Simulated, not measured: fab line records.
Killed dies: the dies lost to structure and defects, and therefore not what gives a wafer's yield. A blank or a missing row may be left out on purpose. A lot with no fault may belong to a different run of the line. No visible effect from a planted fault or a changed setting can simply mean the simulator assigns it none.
fab line records	flow sky130
record: lots: 12	wafers: 36	last_day: 50
route steps=708 shown LI_CONTACT@362 VIA4@652 METAL5@661 PAD_OPEN@708
lots that met no fault: taken from a fault-free run of the same line
start_h: hours from the record's first day to the start of the lot's first wafer shown	wait_h: how many hours have passed since the lot's step before this one	" unchanged from the row above	L1.1+2: a row that stands for several wafers	- no value, or no start given	* or withheld: withheld	< > ~ a bound
route shown NAME@n: names a module that has steps shown in the file, with the first one's number in the route	usual: mean/standard deviation of fault-free wafers	same: alike in all rows	chamber/n: place in a boat	sites: each site's reading	_std_site: the values' standard deviation	_edge_site: outer sites' mean less inner sites'	radius_mm: how far each site lies from the wafer's centre	mask NAME#n: copy n	behind: the last tool/chamber to shape the wafer	hold: reason for holding the lot/hours on hold/outcome of the hold	device: whichever transistor did not switch (one of n, p or np)	end of line: the route-end tests of the same wafers	a step without rows: its recipe alone	killed: the dies lost at the first sort to structure and to defects; this is not the yield of the wafer	map: the dies of a wafer, with x for killed, . for not killed, _ for no die there
set.NAME: setting as actually run; set.NAME@STEP: the setting as run at that earlier step	model.NAME: the simulator's own value behind a step, which no gauge read
a sample of lots followed through the steps of the route, with each step as a table and each wafer as a row
services: the hour from which a tool's chamber was out of use, counted from the record's first day as start_h (under 0 if before that day), plus the number of hours and why
== steps ==
step: SKY_LI_CONTACT_HDPCVD_00
recipe: material: PSG	target_thk_nm: 930	sigma_open_frac: 0.3	time_s: 155	temp_c: 600	sih4_flow_sccm: 60	pressure_mtorr: 6
usual: sih4_flow_sccm: 60.00/0.18
same: time_s: 155
lot.wafer	tool	chamber	start_h	wait_h	sih4_flow_sccm
L898.2	hdpcvd-01	1	653.09	0.0	59.98
L898.5	"	0	"	"	59.72
L898.6	"	1	"	"	59.77
L899.2	hdpcvd-01	0	660.96	0.0	60.11
L899.3	"	2	"	"	59.97
L899.4	"	0	"	"	59.91
L901.2	hdpcvd-01	2	681.03	0.0	60.14
L901.3	"	0	"	"	60.05
L901.6	"	2	"	"	60.07
L902.2	hdpcvd-01	1	681.33	0.0	60.41
L902.3	"	0	"	"	59.72
L902.5	"	0	"	"	59.77
L903.2	hdpcvd-01	0	684.03	0.0	59.97
L903.5	"	1	"	"	59.85
L903.6	"	0	"	"	59.95
L905.3	hdpcvd-01	2	709.11	0.0	59.89
L905.4	"	1	"	"	59.94
L905.6	"	0	"	"	60.15
L906.1	hdpcvd-02	2	710.76	0.0	59.80
L906.3	"	1	"	"	59.70
L906.4	"	1	"	"	59.91
L908.2	hdpcvd-02	1	728.33	0.0	59.75
L908.4	"	0	"	"	60.26
L908.6	"	1	"	"	60.12
L909.1	hdpcvd-02	2	734.04	0.0	59.96
L909.2	"	0	"	"	60.10
L909.6	"	2	"	"	60.08
L911.3	hdpcvd-02	2	754.12	0.0	59.94
L911.4	"	0	"	"	60.13
L911.5	"	2	"	"	59.64
L917.2	hdpcvd-01	2	805.97	0.0	59.88
L917.5	"	2	"	"	59.67
L917.6	"	1	"	"	59.90
L919.3	hdpcvd-01	2	812.15	0.0	59.91
L919.4	"	0	"	"	60.03
L919.6	"	1	"	"	59.76
step: SKY_VIA4_STRIP_13
recipe: chemistry: O2/N2	power_w: 1400	pressure_mtorr: 1500	platen_temp_c: withheld	o2_flow_sccm: 3000	n2_flow_sccm: 300	overash_fraction: 0.5
usual: drypump_motor_current_A: 5.58/0.25	oes_product_au: 0.710/0.005	strip_time_to_endpoint_s: 12.807/0.03
lot.wafer	tool	chamber	start_h	wait_h	drypump_motor_current_A	oes_product_au	rf_hours_counter_h	strip_time_to_endpoint_s
L898.2	plasma_asher-02	1	1011.38	-	5.58	0.721	87	12.837
L898.5	"	0	"	"	5.43	0.709	-	12.832
L898.6	"	1	"	"	5.54	0.706	-	12.783
L899.2	plasma_asher-04	1	1014.02	-	5.27	0.707	28	12.823
L899.3	"	1	"	"	5.23	0.711	-	12.799
L899.4	"	0	"	"	5.72	0.698	-	12.816
L901.2	plasma_asher-02	1	1031.62	-	5.56	0.709	90	12.843
L901.3	"	1	"	"	5.57	0.715	-	12.751
L901.6	"	0	"	"	5.42	0.711	-	12.813
L902.2	plasma_asher-04	0	1032.02	-	5.75	0.704	29	12.784
L902.3	"	0	"	"	5.77	0.710	-	12.857
L902.5	"	0	"	"	5.73	0.704	-	12.790
L903.2	plasma_asher-03	0	1035.02	-	5.94	0.710	123	12.827
L903.5	"	1	"	"	5.89	0.710	-	12.838
L903.6	"	0	"	"	5.95	0.706	-	12.819
L905.3	plasma_asher-02	1	1053.40	-	5.56	0.718	-	12.784
L905.4	"	0	"	"	5.44	0.710	-	12.752
L905.6	"	1	"	"	5.56	0.705	-	12.764
L906.1	plasma_asher-02	0	1054.16	-	5.42	0.713	93	12.814
L906.3	"	1	"	"	5.56	0.707	-	12.810
L906.4	"	0	"	"	5.42	0.711	-	12.833
L908.2	plasma_asher-02	1	1070.32	-	5.56	0.709	95	12.770
L908.4	"	1	"	"	5.56	0.709	-	12.773
L908.6	"	0	"	"	5.42	0.706	-	12.819
L909.1	plasma_asher-04	1	1071.87	-	5.23	0.709	34	12.781
L909.2	"	0	"	"	5.73	0.704	34	12.817
L909.6	"	1	"	"	5.23	0.714	-	12.842
L911.3	plasma_asher-03	0	1089.79	-	5.94	0.715	-	12.804
L911.4	"	1	"	"	5.88	0.701	-	12.755
L911.5	"	0	"	"	5.98	0.716	-	12.806
L917.2	plasma_asher-02	1	1129.46	-	5.56	0.709	101	12.800
L917.5	"	0	"	"	5.44	0.699	-	12.815
L917.6	"	1	"	"	5.56	0.712	-	12.764
L919.3	plasma_asher-04	0	1133.75	-	5.69	0.712	-	12.849
L919.4	"	1	"	"	5.26	0.715	-	12.861
L919.6	"	0	"	"	5.71	0.707	-	12.771
step: SKY_METAL5_SPUTTER_00
recipe: material: Ti	target_thk_nm: 15	power_w: 3000	time_s: 10	chamber_pressure_pa: 0.4
usual: chamber_pressure_pa: 0.4000/0.00084	throttle_valve_pct: 30.1/1.1
same: time_s: 10
lot.wafer	tool	chamber	start_h	wait_h	chamber_pressure_pa	throttle_valve_pct
L898.2	pvd_sputter-04	-	1012.70	0.1	0.3989	30.8
L898.5	"	-	"	"	0.3989	30.3
L898.6	"	-	"	"	0.4003	30.7
L899.2	pvd_sputter-03	-	1015.31	0.1	0.4007	30.8
L899.3	"	-	"	"	0.3985	28.5
L899.4	"	-	"	"	0.4007	29.2
L901.2	pvd_sputter-03	-	1033.23	0.1	0.4015	29.4
L901.3	"	-	"	"	0.4001	28.9
L901.6	"	-	"	"	0.4006	29.0
L902.2	pvd_sputter-04	-	1033.34	0.1	0.4006	30.4
L902.3	"	-	"	"	0.4003	30.4
L902.5	"	-	"	"	0.4026	31.0
L903.2	pvd_sputter-04	-	1036.31	0.2	0.4000	30.9
L903.5	"	-	"	"	0.3984	30.4
L903.6	"	-	"	"	0.4000	30.9
L905.3	pvd_sputter-03	-	1054.90	0.2	0.4014	30.6
L905.4	"	-	"	"	0.4000	28.8
L905.6	"	-	"	"	0.3999	29.9
L906.1	pvd_sputter-01	-	1055.44	0.2	0.3997	31.5
L906.3	"	-	"	"	0.4003	30.2
L906.4	"	-	"	"	0.4002	32.0
L908.2	pvd_sputter-04	-	1071.61	0.1	0.4010	30.8
L908.4	"	-	"	"	0.3995	30.7
L908.6	"	-	"	"	0.4000	30.7
L909.1	pvd_sputter-01	-	1073.20	0.1	0.4003	30.4
L909.2	"	-	"	"	0.4013	30.9
L909.6	"	-	"	"	0.4006	31.9
L911.3	pvd_sputter-04	-	1091.07	0.2	0.3990	30.4
L911.4	"	-	"	"	0.4021	30.5
L911.5	"	-	"	"	0.3998	27.6
L917.2	pvd_sputter-03	-	1130.78	0.1	0.4003	30.3
L917.5	"	-	"	"	0.4005	30.4
L917.6	"	-	"	"	0.3989	28.7
L919.3	pvd_sputter-03	-	1135.07	0.1	0.3993	29.1
L919.4	"	-	"	"	0.3999	29.3
L919.6	"	-	"	"	0.4000	29.0
step: SKY_METAL5_SPUTTER_03
recipe: material: Ti	target_thk_nm: 5	power_w: 3000	time_s: 3.3	chamber_pressure_pa: 0.4
usual: chamber_pressure_pa: 0.4001/0.00079	throttle_valve_pct: 30.1/1.1
same: time_s: 3.3
lot.wafer	tool	chamber	start_h	wait_h	chamber_pressure_pa	throttle_valve_pct
L898.2	pvd_sputter-04	-	1012.81	0.0	0.4001	31.2
L898.5	"	-	"	"	0.4007	30.6
L898.6	"	-	"	"	0.3998	30.2
L899.2	pvd_sputter-03	-	1015.41	0.0	0.3998	30.9
L899.3	"	-	"	"	0.3996	28.7
L899.4	"	-	"	"	0.3992	29.2
L901.2	pvd_sputter-03	-	1033.33	0.0	0.3997	29.5
L901.3	"	-	"	"	0.4008	29.0
L901.6	"	-	"	"	0.3991	28.5
L902.2	pvd_sputter-04	-	1033.44	0.0	0.3996	30.7
L902.3	"	-	"	"	0.4002	30.5
L902.5	"	-	"	"	0.4004	31.0
L903.2	pvd_sputter-04	-	1036.41	0.0	0.4006	30.5
L903.5	"	-	"	"	0.4002	30.5
L903.6	"	-	"	"	0.3999	30.7
L905.3	pvd_sputter-03	-	1054.99	0.0	0.4017	30.6
L905.4	"	-	"	"	0.4006	29.0
L905.6	"	-	"	"	0.3987	30.5
L906.1	pvd_sputter-01	-	1055.54	0.0	0.4006	31.0
L906.3	"	-	"	"	0.3995	30.6
L906.4	"	-	"	"	0.3994	31.8
L908.2	pvd_sputter-04	-	1071.71	0.0	0.3995	30.5
L908.4	"	-	"	"	0.4004	30.8
L908.6	"	-	"	"	0.4001	30.6
L909.1	pvd_sputter-01	-	1073.30	0.0	0.3996	30.2
L909.2	"	-	"	"	0.4009	31.0
L909.6	"	-	"	"	0.4011	31.8
L911.3	pvd_sputter-04	-	1091.17	0.0	0.3995	30.5
L911.4	"	-	"	"	0.3983	31.1
L911.5	"	-	"	"	0.3995	27.4
L917.2	pvd_sputter-03	-	1130.88	0.0	0.3993	30.1
L917.5	"	-	"	"	0.4009	30.5
L917.6	"	-	"	"	0.3990	28.9
L919.3	pvd_sputter-03	-	1135.17	0.0	0.3999	29.5
L919.4	"	-	"	"	0.3999	29.5
L919.6	"	-	"	"	0.4009	29.0
step: SKY_PAD_OPEN_PROBE_99
usual: killed_at_M0_to_M3: 44/6	killed_at_M4_up: 2.9/1.5	killed_at_contacts: 24/4.9	killed_at_front_end: 16/4.3	killed_at_other: 0.3/0.54	killed_dies: 87/8.7	killed_on_rim: 17/3.6	killed_open: 48/6.7	killed_short: 39/5.9
same: gross_dies: 492	killed_at_back_side: 0
lot.wafer	tool	chamber	start_h	wait_h	hold	killed_at_M0_to_M3	killed_at_M4_up	killed_at_contacts	killed_at_front_end	killed_at_other	killed_dies	killed_on_rim	killed_open	killed_short
L898.2	prober-02	-	1081.68	0.1	-	45	3	22	25	0	95	24	57	38
L898.5	prober-02	-	1081.83	0.2	-	53	3	18	22	0	96	19	55	41
L898.6	prober-02	-	1081.88	0.2	-	43	4	23	20	0	90	16	47	43
L899.2	prober-01	-	1085.93	0.1	-	41	2	36	13	1	93	20	49	44
L899.3	prober-01	-	1085.98	0.2	-	40	3	28	12	1	84	13	44	40
L899.4	prober-01	-	1086.03	0.2	-	41	1	26	14	3	85	17	43	42
L901.2	prober-02	-	1101.98	0.1	-	43	4	32	14	0	93	19	53	40
L901.3	prober-02	-	1102.03	0.2	-	47	4	24	14	1	90	18	43	47
L901.6	prober-02	-	1102.18	0.2	-	36	2	26	17	0	81	21	46	35
L902.2	prober-01	-	1103.48	0.1	-	43	2	22	22	0	89	23	50	39
L902.3	prober-01	-	1103.53	0.2	-	35	0	26	25	0	86	19	46	40
L902.5	prober-01	-	1103.63	0.2	-	42	2	26	17	1	88	16	56	32
L903.2	prober-02	-	1103.48	0.1	-	52	1	21	15	0	89	18	57	32
L903.5	prober-02	-	1103.63	0.2	-	42	6	18	16	0	82	14	40	42
L903.6	prober-02	-	1103.68	0.2	-	35	5	22	18	0	80	18	46	34
L905.3	prober-01	-	1120.30	0.2	-	47	6	18	21	0	92	22	53	38
L905.4	prober-01	-	1120.35	0.2	-	38	3	23	13	0	77	15	47	29
L905.6	prober-01	-	1120.45	0.2	-	46	3	19	18	0	86	9	47	39
L906.1	prober-02	-	1120.53	0.1	-	44	3	26	13	0	86	16	40	46
L906.3	prober-02	-	1120.63	0.2	-	41	4	24	13	0	82	16	38	44
L906.4	prober-02	-	1120.68	0.2	-	49	1	30	17	1	98	16	56	42
L908.2	prober-02	-	1135.50	0.1	-	44	2	22	14	0	82	14	42	39
L908.4	prober-02	-	1135.60	0.2	-	44	4	22	16	0	86	18	48	38
L908.6	prober-02	-	1135.70	0.2	-	51	2	19	17	0	89	21	50	39
L909.1	prober-01	-	1137.50	0.1	-	42	4	29	17	1	93	17	48	45
L909.2	prober-01	-	1137.55	0.1	-	42	3	24	13	0	82	12	46	36
L909.6	prober-01	-	1137.75	0.2	-	31	4	26	22	0	83	23	54	29
L911.3	prober-01	-	1152.27	0.2	-	35	1	25	18	1	80	12	43	37
L911.4	prober-01	-	1152.32	0.2	-	51	5	18	17	0	91	19	55	36
L911.5	prober-01	-	1152.37	0.2	-	50	3	21	15	0	89	14	46	43
L917.2	prober-01	-	1186.73	0.1	await_dispo/4.9h/release	40	0	79	12	0	131	36	48	27
L917.5	prober-01	-	1186.88	0.2	await_dispo/4.9h/release	36	4	76	10	0	126	27	39	35
L917.6	prober-01	-	1186.93	0.2	await_dispo/4.9h/release	34	1	20	14	1	70	15	37	33
L919.3	prober-01	-	1191.14	0.2	await_dispo/1.2h/release	44	1	74	11	0	130	32	37	42
L919.4	prober-01	-	1191.19	0.2	await_dispo/1.2h/release	43	2	24	14	1	84	14	56	28
L919.6	prober-01	-	1191.29	0.2	await_dispo/1.2h/release	51	7	16	15	1	90	25	49	41
killed by level:class
L898.2 VIA1:geometric_particle:open=12 CONTACT:geometric_particle:open=10 LI_CONTACT:geometric_particle:open=7 VIA1:geometric_particle:short=7 METAL1:geometric_particle:short=6 FIELD_ISO:geometric_particle:open=5 POLY_GATE:geometric_particle:short=5 POLY_GATE:geometric_particle:open=5
L898.5 VIA1:geometric_particle:open=15 VIA2:geometric_particle:open=9 CONTACT:geometric_particle:open=8 METAL2:geometric_particle:short=8 POLY_GATE:geometric_particle:short=7 VIA1:geometric_particle:short=6 VIA3:geometric_particle:open=5 FIELD_ISO:geometric_particle:open=4
L898.6 CONTACT:geometric_particle:open=9 VIA1:geometric_particle:short=7 VIA2:geometric_particle:open=6 VIA1:geometric_particle:open=6 FIELD_ISO:geometric_particle:open=5 POLY_GATE:geometric_particle:open=5 METAL1:geometric_particle:short=5 VIA3:geometric_particle:open=5
L899.2 VIA1:geometric_particle:open=13 CONTACT:geometric_particle:open=12 FIELD_ISO:geometric_particle:short=9 CONTACT:geometric_particle:short=9 LI_CONTACT:geometric_particle:open=8 VIA3:geometric_particle:open=5 METAL1:geometric_particle:short=5 VIA2:geometric_particle:short=5
L899.3 CONTACT:geometric_particle:open=14 VIA1:geometric_particle:open=11 CONTACT:geometric_particle:short=8 METAL2:geometric_particle:short=6 LI_CONTACT:geometric_particle:open=5 VIA2:geometric_particle:short=5 SPACER:geometric_particle:short=4 VIA3:geometric_particle:short=4
L899.4 VIA1:geometric_particle:open=16 CONTACT:geometric_particle:open=10 VIA1:geometric_particle:short=8 FIELD_ISO:geometric_particle:short=6 LI_CONTACT:geometric_particle:open=6 METAL1:geometric_particle:short=5 CONTACT:geometric_particle:short=4 LI_CONTACT:geometric_particle:short=3
L901.2 CONTACT:geometric_particle:open=11 VIA2:geometric_particle:open=10 LI_CONTACT:geometric_particle:open=9 VIA1:geometric_particle:open=8 LOCAL_INTERCONNECT:geometric_particle:short=7 VIA3:geometric_particle:open=6 FIELD_ISO:geometric_particle:short=5 METAL3:geometric_particle:short=5
L901.3 CONTACT:geometric_particle:short=10 VIA3:geometric_particle:open=10 POLY_GATE:geometric_particle:open=7 VIA2:geometric_particle:open=7 LOCAL_INTERCONNECT:geometric_particle:short=6 VIA2:geometric_particle:short=5 METAL2:geometric_particle:short=5 CONTACT:geometric_particle:open=4
L901.6 CONTACT:geometric_particle:open=9 VIA1:geometric_particle:open=9 FIELD_ISO:geometric_particle:short=6 METAL2:geometric_particle:short=6 VIA3:geometric_particle:open=6 CONTACT:geometric_particle:short=5 LI_CONTACT:geometric_particle:open=5 POLY_GATE:geometric_particle:open=5
L902.2 POLY_GATE:geometric_particle:open=10 LOCAL_INTERCONNECT:geometric_particle:short=8 VIA1:geometric_particle:open=7 VIA2:geometric_particle:open=6 CONTACT:geometric_particle:open=6 VIA3:geometric_particle:open=6 METAL1:geometric_particle:open=5 FIELD_ISO:geometric_particle:short=4
L903.2 VIA1:geometric_particle:open=17 LI_CONTACT:geometric_particle:open=8 CONTACT:geometric_particle:open=8 VIA3:geometric_particle:short=8 METAL1:geometric_particle:short=7 POLY_GATE:geometric_particle:open=6 VIA3:geometric_particle:open=5 VIA2:geometric_particle:open=4
L902.3 CONTACT:geometric_particle:open=11 VIA1:geometric_particle:open=9 POLY_GATE:geometric_particle:short=6 FIELD_ISO:geometric_particle:open=5 POLY_GATE:geometric_particle:open=5 VIA3:geometric_particle:open=5 LI_CONTACT:geometric_particle:open=5 FIELD_ISO:geometric_particle:short=4
L902.5 CONTACT:geometric_particle:open=11 VIA1:geometric_particle:open=10 LI_CONTACT:geometric_particle:open=8 VIA3:geometric_particle:open=8 VIA1:geometric_particle:short=7 VIA2:geometric_particle:open=6 CONTACT:geometric_particle:short=5 FIELD_ISO:geometric_particle:short=4
L903.5 METAL1:geometric_particle:short=9 LI_CONTACT:geometric_particle:open=8 VIA1:geometric_particle:open=7 VIA2:geometric_particle:open=6 FIELD_ISO:geometric_particle:short=5 VIA2:geometric_particle:short=5 CONTACT:geometric_particle:open=5 METAL2:geometric_particle:short=5
L903.6 CONTACT:geometric_particle:open=8 METAL1:geometric_particle:short=7 VIA1:geometric_particle:open=7 FIELD_ISO:geometric_particle:open=6 LI_CONTACT:geometric_particle:open=6 METAL2:geometric_particle:short=5 VIA3:geometric_particle:open=5 CONTACT:geometric_particle:short=4
L905.3 VIA1:geometric_particle:open=11 VIA2:geometric_particle:open=8 CONTACT:geometric_particle:open=7 POLY_GATE:geometric_particle:short=6 VIA3:geometric_particle:open=6 VIA1:geometric_particle:short=6 FIELD_ISO:geometric_particle:open=5 LI_CONTACT:geometric_particle:open=5
L905.4 VIA1:geometric_particle:open=15 CONTACT:geometric_particle:open=12 LI_CONTACT:geometric_particle:open=5 VIA1:geometric_particle:short=5 METAL3:geometric_particle:short=4 FIELD_ISO:geometric_particle:short=3 CONTACT:geometric_particle:short=3 VIA2:geometric_particle:short=3
L905.6 VIA1:geometric_particle:open=13 VIA2:geometric_particle:open=8 CONTACT:geometric_particle:short=7 CONTACT:geometric_particle:open=6 POLY_GATE:geometric_particle:short=6 VIA1:geometric_particle:short=5 LI_CONTACT:geometric_particle:open=4 METAL2:geometric_particle:short=4
L906.1 CONTACT:geometric_particle:open=10 LI_CONTACT:geometric_particle:open=6 METAL3:geometric_particle:short=5 METAL2:geometric_particle:short=5 VIA2:geometric_particle:short=5 VIA2:geometric_particle:open=5 VIA3:geometric_particle:short=5 FIELD_ISO:geometric_particle:open=4
L906.3 CONTACT:geometric_particle:open=8 CONTACT:geometric_particle:short=7 VIA1:geometric_particle:short=6 METAL2:geometric_particle:short=6 LOCAL_INTERCONNECT:geometric_particle:short=5 VIA1:geometric_particle:open=5 METAL2:geometric_particle:open=5 VIA3:geometric_particle:open=5
L906.4 VIA1:geometric_particle:open=14 LOCAL_INTERCONNECT:geometric_particle:short=11 METAL2:geometric_particle:short=7 CONTACT:geometric_particle:open=7 VIA2:geometric_particle:open=6 VIA3:geometric_particle:open=6 FIELD_ISO:geometric_particle:open=4 POLY_GATE:geometric_particle:open=4
L908.2 LI_CONTACT:geometric_particle:open=11 VIA1:geometric_particle:open=11 VIA1:geometric_particle:short=6 METAL1:geometric_particle:short=6 POLY_GATE:geometric_particle:short=5 METAL2:geometric_particle:short=5 VIA3:geometric_particle:open=5 CONTACT:geometric_particle:open=4
L908.4 VIA1:geometric_particle:open=14 LOCAL_INTERCONNECT:geometric_particle:short=7 VIA3:geometric_particle:open=7 POLY_GATE:geometric_particle:open=5 CONTACT:geometric_particle:open=5 METAL2:geometric_particle:short=5 VIA2:geometric_particle:open=5 LI_CONTACT:geometric_particle:open=4
L908.6 VIA2:geometric_particle:open=11 VIA1:geometric_particle:open=10 LI_CONTACT:geometric_particle:open=8 VIA1:geometric_particle:short=8 POLY_GATE:geometric_particle:open=6 METAL2:geometric_particle:short=5 VIA3:geometric_particle:open=5 FIELD_ISO:geometric_particle:open=4
L909.1 VIA1:geometric_particle:open=12 CONTACT:geometric_particle:open=10 METAL2:geometric_particle:short=8 LI_CONTACT:geometric_particle:open=6 CONTACT:geometric_particle:short=6 FIELD_ISO:geometric_particle:open=5 FIELD_ISO:geometric_particle:short=5 VIA2:geometric_particle:open=5
L909.2 CONTACT:geometric_particle:open=9 VIA1:geometric_particle:open=8 CONTACT:geometric_particle:short=6 VIA2:geometric_particle:open=6 POLY_GATE:geometric_particle:open=5 LOCAL_INTERCONNECT:geometric_particle:short=5 VIA3:geometric_particle:open=5 METAL2:geometric_particle:short=5
L909.6 VIA1:geometric_particle:open=14 CONTACT:geometric_particle:open=11 POLY_GATE:geometric_particle:open=9 POLY_GATE:geometric_particle:short=6 LI_CONTACT:geometric_particle:open=6 VIA3:geometric_particle:open=6 FIELD_ISO:geometric_particle:short=4 CONTACT:geometric_particle:short=4
L911.3 VIA1:geometric_particle:open=9 LI_CONTACT:geometric_particle:open=8 LOCAL_INTERCONNECT:geometric_particle:short=8 VIA3:geometric_particle:open=7 FIELD_ISO:geometric_particle:short=5 CONTACT:geometric_particle:open=5 CONTACT:geometric_particle:short=4 VIA2:geometric_particle:open=4
L911.4 VIA3:geometric_particle:open=12 VIA1:geometric_particle:open=10 LI_CONTACT:geometric_particle:open=7 VIA2:geometric_particle:open=6 CONTACT:geometric_particle:open=6 FIELD_ISO:geometric_particle:open=5 METAL3:geometric_particle:short=5 METAL4:geometric_particle:short=5
L911.5 VIA1:geometric_particle:open=16 VIA2:geometric_particle:short=7 POLY_GATE:geometric_particle:open=6 LI_CONTACT:geometric_particle:open=6 CONTACT:geometric_particle:short=6 VIA1:geometric_particle:short=6 METAL2:geometric_particle:short=5 VIA2:geometric_particle:open=5
L917.2 LI_CONTACT:unspecified=55 LI_CONTACT:geometric_particle:open=12 VIA2:geometric_particle:open=10 VIA1:geometric_particle:open=9 CONTACT:geometric_particle:open=6 METAL1:geometric_particle:short=6 POLY_GATE:geometric_particle:short=3 LI_CONTACT:geometric_particle:short=3
L917.5 LI_CONTACT:unspecified=52 VIA1:geometric_particle:open=7 CONTACT:geometric_particle:open=6 METAL2:geometric_particle:short=6 VIA2:geometric_particle:open=6 VIA3:geometric_particle:open=6 LI_CONTACT:geometric_particle:short=5 FIELD_ISO:geometric_particle:short=4
L917.6 CONTACT:geometric_particle:open=9 VIA1:geometric_particle:open=8 METAL1:geometric_particle:short=7 VIA2:geometric_particle:open=6 LI_CONTACT:geometric_particle:open=5 METAL2:geometric_particle:short=4 FIELD_ISO:geometric_particle:short=3 FIELD_ISO:geometric_particle:open=3
L919.3 LI_CONTACT:unspecified=51 CONTACT:geometric_particle:short=9 VIA1:geometric_particle:open=9 CONTACT:geometric_particle:open=5 VIA2:geometric_particle:open=5 VIA3:geometric_particle:short=5 LI_CONTACT:geometric_particle:open=4 VIA1:geometric_particle:short=4
L919.4 VIA1:geometric_particle:open=14 CONTACT:geometric_particle:open=10 VIA3:geometric_particle:open=8 VIA2:geometric_particle:open=7 LI_CONTACT:geometric_particle:open=5 METAL1:geometric_particle:short=4 FIELD_ISO:geometric_particle:short=3 FIELD_ISO:geometric_particle:open=3
L919.6 VIA1:geometric_particle:open=11 METAL2:geometric_particle:short=8 VIA2:geometric_particle:open=8 VIA3:geometric_particle:open=8 METAL4:geometric_particle:short=7 FIELD_ISO:geometric_particle:open=6 FIELD_ISO:geometric_particle:short=5 LI_CONTACT:geometric_particle:open=5
== services ==
tool	chamber	start_h	hours	kind
hdpcvd-02	-	650.75	15.0	pm
pvd_sputter-01	-	653.91	21.4	repair
pvd_sputter-01	-	662.25	4.1	repair
plasma_asher-04	-	664.04	2.8	pm
hdpcvd-02	-	679.67	14.2	repair
hdpcvd-02	1	683.83	9.8	repair
hdpcvd-01	-	714.34	6.0	pm
plasma_asher-04	-	733.75	9.0	pm
plasma_asher-02	-	737.43	11.7	repair
pvd_sputter-03	-	758.04	2.7	repair
plasma_asher-04	-	779.82	2.9	repair
hdpcvd-01	-	783.08	2.2	repair
hdpcvd-01	-	833.40	0.5	repair
pvd_sputter-04	-	843.99	1.3	repair
hdpcvd-01	-	851.95	0.7	repair
plasma_asher-02	-	881.10	0.7	repair
hdpcvd-01	2	888.11	21.9	repair
plasma_asher-02	-	902.27	7.9	repair
pvd_sputter-04	-	936.09	3.5	repair
hdpcvd-01	-	950.25	15.0	pm
pvd_sputter-03	-	981.37	4.9	repair
pvd_sputter-03	-	1089.81	1.1	repair
pvd_sputter-04	-	1097.72	4.0	repair
pvd_sputter-04	-	1105.31	2.1	repair
== key ==
first_sign: step: SKY_PAD_OPEN_PROBE_99	reading: killed_at_contacts	direction: up	sigmas: 11	usual: 24	struck: 76
effect: step: SKY_PAD_OPEN_PROBE_99	reading: killed_dies	direction: up	sigmas: 4.8	usual: 87	struck: 129
met_at SKY_LI_CONTACT_HDPCVD_00
struck_lots L917,L919
struck_wafers L917.2,L917.5,L919.3
tester_left_out L917,L919
not_acting_at SKY_VIA4_STRIP_13,SKY_METAL5_SPUTTER_00,SKY_METAL5_SPUTTER_03
onset_between 709.11 805.97
fault: kind: chamber_particle_source	tool: hdpcvd-01	chamber: 2	onset_h: 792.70	steps: SKY_LI_CONTACT_HDPCVD_00	rate_per_visit_cm2: 2.1901	end_h: 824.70
tester_left_out: of these lots the tester's yield and bins aren't shown, on N5 and GAA mostly nor the transistor test; their killed dies are dies lost to structure and defects alone, not to doping, threshold or leakage, so they don't give the yield
